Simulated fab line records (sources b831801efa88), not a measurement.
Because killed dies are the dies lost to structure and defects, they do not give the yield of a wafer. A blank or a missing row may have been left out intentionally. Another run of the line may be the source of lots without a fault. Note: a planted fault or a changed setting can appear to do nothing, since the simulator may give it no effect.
fab line records -- flow sky130
record lots=10, wafers=30, lastDay=50
route steps=708 shown METAL1@450 VIA1@460
lots that met no fault: taken from a fault-free run of the same line
startH: the number of hours between the record's first day and the start of the first shown wafer of the lot -- waitH: hours from the lot's prior step to this one -- " repeats the value in the row above -- L1.1+2: several wafers, shown together as one row -- - value missing, or start not given -- * or withheld: withheld -- < > ~ a bound
route shown NAME@n: names a module that has steps shown in the file, with the first one's number in the route -- usual: mean and standard deviation over wafers with no fault -- same: alike in all rows -- chamber/n: place in a boat -- sites: each site's reading -- _std_site: how widely they spread, as a standard deviation -- _edge_site: mean of outer sites minus mean of inner sites -- radiusMm: how far each site lies from the wafer's centre -- mask NAME#n: copy n -- behind: the tool/chamber that last shaped the wafer -- hold: why the lot went on hold/how many hours it stayed there/how the hold came to an end -- device: transistor that didn't switch, given as n, p or np -- end of line: the same wafers' tests at the end of the route -- a step given without rows: its recipe and nothing more -- killed: count of dies lost to structure and defects at first sort (not the wafer's yield) -- map: the dies of a wafer, with x for killed, . for not killed, _ for no die there
set.NAME: setting as actually run; set.NAME@STEP: the setting as run at that earlier step -- model.NAME: the simulator's own value behind a step, which no gauge read
route steps across a sampled set of lots; one table per step, one row per wafer
services: the hour from which a tool's chamber was out of use, counted from the record's first day as startH (under 0 if before that day), plus the number of hours and why
## steps
# step SKY_METAL1_OVL_MEAS_16
# usual METAL1_OVL=-4/6.1
lot.wafer,tool,chamber,startH,waitH,METAL1_OVL[nm]
L527.2,overlay-02,-,770.78,0.1,-13
L527.3,overlay-02,-,770.78,0.1,-2
L527.4,overlay-02,-,770.78,0.1,-5
L528.4,overlay-01,-,778.80,0.1,-5
L528.5,overlay-01,-,778.80,0.1,-7
L528.6,overlay-01,-,778.80,0.1,-6
L529.1,overlay-01,-,787.77,0.1,-3
L529.2,overlay-01,-,787.77,0.1,-14
L529.6,overlay-01,-,787.77,0.1,-11
L530.1,overlay-01,-,804.37,0.1,-3
L530.4,overlay-01,-,804.37,0.1,-1
L530.6,overlay-01,-,804.37,0.1,-11
L531.3,overlay-02,-,812.39,0.1,-13
L531.5,overlay-02,-,812.39,0.1,-13
L531.6,overlay-02,-,812.39,0.1,-15
L536.1,overlay-01,-,852.08,0.1,6
L536.3,overlay-01,-,852.08,0.1,6
L536.5,overlay-01,-,852.08,0.1,1
L542.2,overlay-01,-,886.18,0.1,-4
L542.3,overlay-01,-,886.18,0.1,-1
L542.4,overlay-01,-,886.18,0.1,-6
L546.2,overlay-02,-,918.13,0.1,1
L546.3,overlay-02,-,918.13,0.1,-4
L546.4,overlay-02,-,918.13,0.1,-9
L547.3,overlay-02,-,925.29,0.1,-4
L547.4,overlay-02,-,925.29,0.1,-1
L547.5,overlay-02,-,925.29,0.1,-12
L548.2,overlay-01,-,931.13,0.1,-2
L548.5,overlay-01,-,931.13,0.1,-9
L548.6,overlay-01,-,931.13,0.1,-1
# step SKY_VIA1_CMP_02
# recipe material=SiO2, downForcePsi=4, platenRpm=60, padVelocityMS=0.94248
# usual edgeZonePressureFrac=0.999/0.005, motorCurrentA=11.5/1.3, platenRpm=60.00/0.048
lot.wafer,tool,chamber,startH,waitH,edgeZonePressureFrac,motorCurrentA,platenRpm
L527.4,cmp-02,3,771.80,0.1,0.994,13.0,60.02
L527.3,cmp-02,0,771.80,0.1,1.001,12.4,60.07
L527.2,cmp-02,1,771.80,0.1,0.990,11.0,59.95
L528.4,cmp-02,3,779.92,0.2,0.991,12.7,59.99
L528.6,cmp-02,0,779.92,0.2,0.994,12.5,59.97
L528.5,cmp-02,1,779.92,0.2,1.000,10.5,60.04
L529.1,cmp-01,0,788.87,0.1,0.993,12.1,59.94
L529.2,cmp-01,1,788.87,0.1,1.005,9.2,60.01
L529.6,cmp-01,2,788.87,0.1,0.995,13.5,59.99
L530.1,cmp-02,2,805.40,0.1,1.000,9.8,59.98
L530.4,cmp-02,3,805.40,0.1,1.006,12.1,60.07
L530.6,cmp-02,1,805.40,0.1,0.991,11.6,60.02
L531.3,cmp-02,1,813.36,0.0,1.004,11.3,59.96
L531.5,cmp-02,1,813.36,0.0,1.005,11.3,60.09
L531.6,cmp-02,2,813.36,0.0,0.994,10.2,60.02
L536.1,cmp-01,0,853.07,0.1,1.001,12.4,60.00
L536.3,cmp-01,2,853.07,0.1,0.991,13.9,59.97
L536.5,cmp-01,1,853.07,0.1,0.997,10.1,59.92
L542.3,cmp-02,1,887.16,0.0,0.999,11.7,60.00
L542.2,cmp-02,3,887.16,0.0,0.999,12.9,60.03
L542.4,cmp-02,0,887.16,0.0,1.007,11.9,59.93
L546.2,cmp-02,1,919.22,0.1,0.994,11.2,60.08
L546.3,cmp-02,2,919.22,0.1,0.995,9.6,60.04
L546.4,cmp-02,3,919.22,0.1,0.999,12.4,60.08
L547.3,cmp-02,1,926.26,0.0,1.010,11.1,59.97
L547.4,cmp-02,2,926.26,0.0,1.002,10.2,60.08
L547.5,cmp-02,2,926.26,0.0,0.995,10.3,60.01
L548.2,cmp-01,3,932.12,0.0,1.005,11.2,59.96
L548.6,cmp-01,3,932.12,0.0,0.999,10.2,59.97
L548.5,cmp-01,0,932.12,0.0,1.004,12.6,59.95
# step SKY_VIA1_BOW_MEAS_03
# recipe mode=bow
# usual VIA1_BOW=80/6.9
lot.wafer,tool,chamber,startH,waitH,VIA1_BOW[um]
L527.2,filmMetro-03,-,772.07,0.1,76
L527.3,filmMetro-03,-,772.07,0.1,82
L527.4,filmMetro-03,-,772.07,0.1,90
L528.4,filmMetro-01,-,780.16,0.2,78
L528.5,filmMetro-01,-,780.16,0.2,75
L528.6,filmMetro-01,-,780.16,0.2,78
L529.1,filmMetro-03,-,789.07,0.1,72
L529.2,filmMetro-03,-,789.07,0.1,81
L529.6,filmMetro-03,-,789.07,0.1,74
L530.1,filmMetro-03,-,805.65,0.2,83
L530.4,filmMetro-03,-,805.65,0.2,87
L530.6,filmMetro-03,-,805.65,0.2,87
L531.3,filmMetro-03,-,813.70,0.3,84
L531.5,filmMetro-03,-,813.70,0.3,87
L531.6,filmMetro-03,-,813.70,0.3,71
L536.1,filmMetro-03,-,853.37,0.2,75
L536.3,filmMetro-03,-,853.37,0.2,77
L536.5,filmMetro-03,-,853.37,0.2,90
L542.2,filmMetro-01,-,887.48,0.2,68
L542.3,filmMetro-01,-,887.48,0.2,75
L542.4,filmMetro-01,-,887.48,0.2,79
L546.2,filmMetro-02,-,919.49,0.2,87
L546.3,filmMetro-02,-,919.49,0.2,79
L546.4,filmMetro-02,-,919.49,0.2,81
L547.3,filmMetro-01,-,926.60,0.3,78
L547.4,filmMetro-01,-,926.60,0.3,79
L547.5,filmMetro-01,-,926.60,0.3,89
L548.2,filmMetro-02,-,932.44,0.3,94
L548.5,filmMetro-02,-,932.44,0.3,81
L548.6,filmMetro-02,-,932.44,0.3,91
# step SKY_VIA1_CVD_21
# recipe material=W, targetThkNm=270, timeS=80.902, tempC=400, pressureTorr=40
# usual heaterPowerOuterW=523/71, heaterPowerW=864/66, susceptorTempC=399.97/0.21
lot.wafer,tool,chamber,startH,waitH,heaterPowerOuterW,heaterPowerW,susceptorTempC
L527.2,cvdW-01,0,798.81,0.0,590,935,400.02
L527.3,cvdW-01,0,798.81,0.0,604,950,399.75
L527.4,cvdW-01,1,798.81,0.0,604,909,400.23
L528.4,cvdW-01,1,807.37,0.1,587,916,400.20
L528.5,cvdW-01,1,807.37,0.1,606,912,400.07
L528.6,cvdW-01,0,807.37,0.1,607,957,400.29
L529.1,cvdW-02,0,816.74,0.0,420,763,399.81
L529.2,cvdW-02,1,816.74,0.0,518,892,400.31
L529.6,cvdW-02,1,816.74,0.0,548,887,400.00
L530.1,cvdW-02,0,832.96,0.0,424,771,400.45
L530.4,cvdW-02,1,832.96,0.0,530,879,400.37
L530.6,cvdW-02,0,832.96,0.0,426,761,400.29
L531.3,cvdW-01,1,841.48,0.1,622,902,400.00
L531.5,cvdW-01,1,841.48,0.1,608,909,399.93
L531.6,cvdW-01,0,841.48,0.1,593,952,399.92
L536.1,cvdW-01,0,880.16,0.0,604,940,399.58
L536.3,cvdW-01,1,880.16,0.0,603,912,399.79
L536.5,cvdW-01,1,880.16,0.0,591,915,399.92
L542.2,cvdW-02,0,914.47,0.0,422,751,399.98
L542.3,cvdW-02,0,914.47,0.0,424,781,400.10
L542.4,cvdW-02,1,914.47,0.0,529,883,400.23
L546.2,cvdW-02,0,945.00,0.0,432,782,399.87
L546.3,cvdW-02,1,945.00,0.0,529,875,399.90
L546.4,cvdW-02,0,945.00,0.0,428,778,399.92
L547.3,cvdW-02,0,952.51,0.1,429,760,400.36
L547.4,cvdW-02,1,952.51,0.1,548,889,399.97
L547.5,cvdW-02,0,952.51,0.1,416,773,400.22
L548.2,cvdW-02,0,957.69,0.0,433,764,399.76
L548.5,cvdW-02,1,957.69,0.0,547,876,399.89
L548.6,cvdW-02,0,957.69,0.0,425,778,399.81
# step SKY_VIA1_RS_MEAS_22
# recipe thkMeasGauge=four-point-probe, reads=W_of_VIA1_CVD_21+TiN_of_VIA1_SPUTTER_20
# usual VIA1_W_RS=0.426/0.0041
lot.wafer,tool,chamber,startH,waitH,hold,VIA1_W_RS[ohm/sq]
L527.2,filmMetro-02,-,798.92,0.1,-,0.424
L527.3,filmMetro-02,-,798.92,0.1,-,0.428
L527.4,filmMetro-02,-,798.92,0.1,-,0.427
L528.4,filmMetro-01,-,807.49,0.1,-,0.427
L528.5,filmMetro-01,-,807.49,0.1,-,0.422
L528.6,filmMetro-01,-,807.49,0.1,-,0.424
L529.1,filmMetro-02,-,816.83,0.1,-,0.420
L529.2,filmMetro-02,-,816.83,0.1,-,0.427
L529.6,filmMetro-02,-,816.83,0.1,-,0.433
L530.1,filmMetro-02,-,833.05,0.1,-,0.423
L530.4,filmMetro-02,-,833.05,0.1,-,0.424
L530.6,filmMetro-02,-,833.05,0.1,-,0.423
L531.3,filmMetro-01,-,841.58,0.1,-,0.425
L531.5,filmMetro-01,-,841.58,0.1,-,0.426
L531.6,filmMetro-01,-,841.58,0.1,-,0.426
L536.1,filmMetro-01,-,880.25,0.1,awaitDispo/0.2h/release,0.576
L536.3,filmMetro-01,-,880.25,0.1,awaitDispo/0.2h/release,0.428
L536.5,filmMetro-01,-,880.25,0.1,awaitDispo/0.2h/release,0.432
L536.1,filmMetro-01,-,880.54,0.3,-,0.576
L536.3,filmMetro-01,-,880.54,0.3,-,0.427
L536.5,filmMetro-01,-,880.54,0.3,-,0.432
L542.2,filmMetro-02,-,914.58,0.1,-,0.417
L542.3,filmMetro-02,-,914.58,0.1,-,0.423
L542.4,filmMetro-02,-,914.58,0.1,-,0.425
L546.2,filmMetro-02,-,945.11,0.1,-,0.423
L546.3,filmMetro-02,-,945.11,0.1,-,0.420
L546.4,filmMetro-02,-,945.11,0.1,-,0.421
L547.3,filmMetro-03,-,952.61,0.1,-,0.430
L547.4,filmMetro-03,-,952.61,0.1,-,0.426
L547.5,filmMetro-03,-,952.61,0.1,-,0.425
L548.2,filmMetro-02,-,957.80,0.1,-,0.427
L548.5,filmMetro-02,-,957.80,0.1,-,0.429
L548.6,filmMetro-02,-,957.80,0.1,-,0.430
# step SKY_VIA1_THK_MEAS_23
# recipe thkMeasGauge=xrf, reads=W_of_VIA1_CVD_21
# usual VIA1_W_THK=269.0/3
lot.wafer,tool,chamber,startH,waitH,hold,VIA1_W_THK[nm]
L527.2,filmMetro-02,-,799.03,0.1,-,271.5
L527.3,filmMetro-02,-,799.03,0.1,-,266.9
L527.4,filmMetro-02,-,799.03,0.1,-,270.1
L528.4,filmMetro-01,-,807.58,0.1,-,269.8
L528.5,filmMetro-01,-,807.58,0.1,-,274.2
L528.6,filmMetro-01,-,807.58,0.1,-,271.0
L529.1,filmMetro-02,-,816.95,0.1,-,271.2
L529.2,filmMetro-02,-,816.95,0.1,-,269.5
L529.6,filmMetro-02,-,816.95,0.1,-,263.5
L530.1,filmMetro-02,-,833.17,0.1,-,270.3
L530.4,filmMetro-02,-,833.17,0.1,-,269.7
L530.6,filmMetro-02,-,833.17,0.1,-,270.3
L531.3,filmMetro-01,-,841.68,0.1,-,266.9
L531.5,filmMetro-01,-,841.68,0.1,-,266.3
L531.6,filmMetro-01,-,841.68,0.1,-,265.7
L536.1,filmMetro-01,-,883.48,2.9,awaitDispo/0.2h/release,198.8
L536.3,filmMetro-01,-,883.48,2.9,awaitDispo/0.2h/release,266.5
L536.5,filmMetro-01,-,883.48,2.9,awaitDispo/0.2h/release,261.8
L536.1,filmMetro-01,-,883.71,0.2,-,198.3
L536.3,filmMetro-01,-,883.71,0.2,-,263.2
L536.5,filmMetro-01,-,883.71,0.2,-,261.2
L542.2,filmMetro-02,-,914.69,0.1,-,275.9
L542.3,filmMetro-02,-,914.69,0.1,-,272.4
L542.4,filmMetro-02,-,914.69,0.1,-,271.5
L546.2,filmMetro-02,-,945.22,0.1,-,272.1
L546.3,filmMetro-02,-,945.22,0.1,-,274.8
L546.4,filmMetro-02,-,945.22,0.1,-,273.8
L547.3,filmMetro-03,-,952.71,0.1,-,267.0
L547.4,filmMetro-03,-,952.71,0.1,-,270.5
L547.5,filmMetro-03,-,952.71,0.1,-,269.2
L548.2,filmMetro-02,-,957.91,0.1,-,270.7
L548.5,filmMetro-02,-,957.91,0.1,-,268.9
L548.6,filmMetro-02,-,957.91,0.1,-,267.4
# step SKY_VIA1_CMP_24
# recipe stopOn=SiO2, tOverpolishS=15, downForcePsi=3.5, platenRpm=60, targetThkNm=0, padVelocityMS=0.94248
# usual edgeZonePressureFrac=1.000/0.0046, motorCurrentA=10.6/1.4, platenRpm=60.00/0.037, timeToEndpointS=65.6/2.2
lot.wafer,tool,chamber,startH,waitH,hold,edgeZonePressureFrac,motorCurrentA,platenRpm,timeToEndpointS
L527.4,cmp-01,2,799.08,0.0,-,0.999,13.5,60.08,65.2
L527.2,cmp-01,0,799.08,0.0,-,1.001,11.3,59.98,65.1
L527.3,cmp-01,1,799.08,0.0,-,1.000,9.3,60.02,64.5
L528.4,cmp-01,3,807.66,0.1,-,1.000,9.6,59.98,64.4
L528.6,cmp-01,2,807.66,0.1,-,1.006,13.1,59.93,62.9
L528.5,cmp-01,3,807.66,0.1,-,0.998,9.6,59.95,66.9
L529.2,cmp-02,3,817.11,0.1,-,0.999,11.6,59.95,66.1
L529.1,cmp-02,0,817.11,0.1,-,1.004,11.4,59.99,63.1
L529.6,cmp-02,2,817.11,0.1,-,0.991,9.0,59.97,63.5
L530.4,cmp-02,3,833.23,0.0,-,0.998,11.6,60.08,63.4
L530.1,cmp-02,1,833.23,0.0,-,1.001,10.0,59.98,61.7
L530.6,cmp-02,3,833.23,0.0,-,0.998,11.7,60.03,65.4
L531.3,cmp-02,2,841.82,0.1,-,0.997,9.0,60.04,60.8
L531.6,cmp-02,0,841.82,0.1,-,1.005,10.5,59.99,63.2
L531.5,cmp-02,1,841.82,0.1,-,1.006,10.1,59.99,64.0
L536.1,cmp-02,1,888.51,4.8,awaitDispo/4.7h/release,0.997,10.4,59.98,46.6
L536.3,cmp-02,3,888.51,4.8,awaitDispo/4.7h/release,0.995,11.3,59.94,64.0
L536.5,cmp-02,0,888.51,4.8,awaitDispo/4.7h/release,1.006,11.3,59.96,64.2
L542.3,cmp-01,3,914.74,0.0,-,1.007,9.5,60.00,64.1
L542.4,cmp-01,0,914.74,0.0,-,0.999,11.4,60.02,62.5
L542.2,cmp-01,1,914.74,0.0,-,1.000,9.2,60.03,66.7
L546.3,cmp-01,3,945.27,0.0,-,0.998,9.4,59.99,66.5
L546.4,cmp-01,0,945.27,0.0,-,0.996,11.1,60.02,64.7
L546.2,cmp-01,1,945.27,0.0,-,0.997,8.6,59.99,64.5
L547.3,cmp-02,0,952.75,0.0,-,1.001,11.3,60.00,69.1
L547.4,cmp-02,2,952.75,0.0,-,1.007,8.9,60.01,67.5
L547.5,cmp-02,0,952.75,0.0,-,1.002,10.7,60.00,67.5
L548.2,cmp-02,2,958.01,0.1,-,0.994,9.3,60.02,69.2
L548.6,cmp-02,1,958.01,0.1,-,1.002,10.2,59.97,67.6
L548.5,cmp-02,2,958.01,0.1,-,1.001,9.1,60.00,70.7
## services
tool,chamber,startH,hours,kind
cmp-01,-,748.16,-,consumableReplace:conditioner
cmp-01,-,748.16,-,consumableReplace:pad
cmp-01,-,754.12,1.3,repair
cvdW-01,-,767.74,6.9,pm
cmp-01,-,791.95,5.6,pm
cmp-02,-,803.27,0.6,repair
cmp-01,-,837.06,5.6,repair
cmp-01,-,858.97,2.0,repair
cmp-01,-,864.69,1.7,repair
cvdW-01,1,871.40,3.7,repair
cmp-02,-,882.07,0.6,repair
cvdW-01,0,898.67,4.3,repair
cvdW-01,-,904.00,14.0,pm
cvdW-01,0,904.00,14.0,ventCycle
cvdW-01,1,904.00,14.0,ventCycle
cmp-01,-,909.31,0.3,repair
cmp-02,-,912.62,4.0,pm
cmp-02,-,916.62,-,consumableReplace:conditioner
cmp-02,-,916.62,-,consumableReplace:pad
cvdW-01,0,918.00,-,clean
cvdW-01,1,918.00,-,clean
cvdW-01,1,922.73,13.2,repair
cmp-02,-,945.10,3.9,repair
cvdW-01,-,949.52,6.0,pm
## key
firstSign step=SKY_VIA1_RS_MEAS_22, reading=visit, direction=added
effect step=SKY_VIA1_RS_MEAS_22, reading=VIA1_W_RS, direction=up, sigmas=37, usual=0.426, struck=0.576
effect step=SKY_VIA1_THK_MEAS_23, reading=visit, direction=added
effect step=SKY_VIA1_THK_MEAS_23, reading=VIA1_W_THK, direction=down, sigmas=23, usual=269.0, struck=198.8
effect step=SKY_VIA1_CMP_24, reading=timeToEndpointS, direction=down, sigmas=8.6, usual=*, struck=*
metAt SKY_VIA1_CVD_21
struckLots L536
struckWafers L536.1
notActingAt SKY_METAL1_OVL_MEAS_16,SKY_VIA1_CMP_02,SKY_VIA1_BOW_MEAS_03
onsetBetween 841.48 880.16
fault kind=processParameterDrift, tool=cvdW-01, chamber=-, onsetH=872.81, steps=SKY_VIA1_CVD_21, channel=targetThkNm, offset=-68.662, shape=step, endH=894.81, scope=struckWafersOnly, actsIn=theseRecipesOnly, stated=270
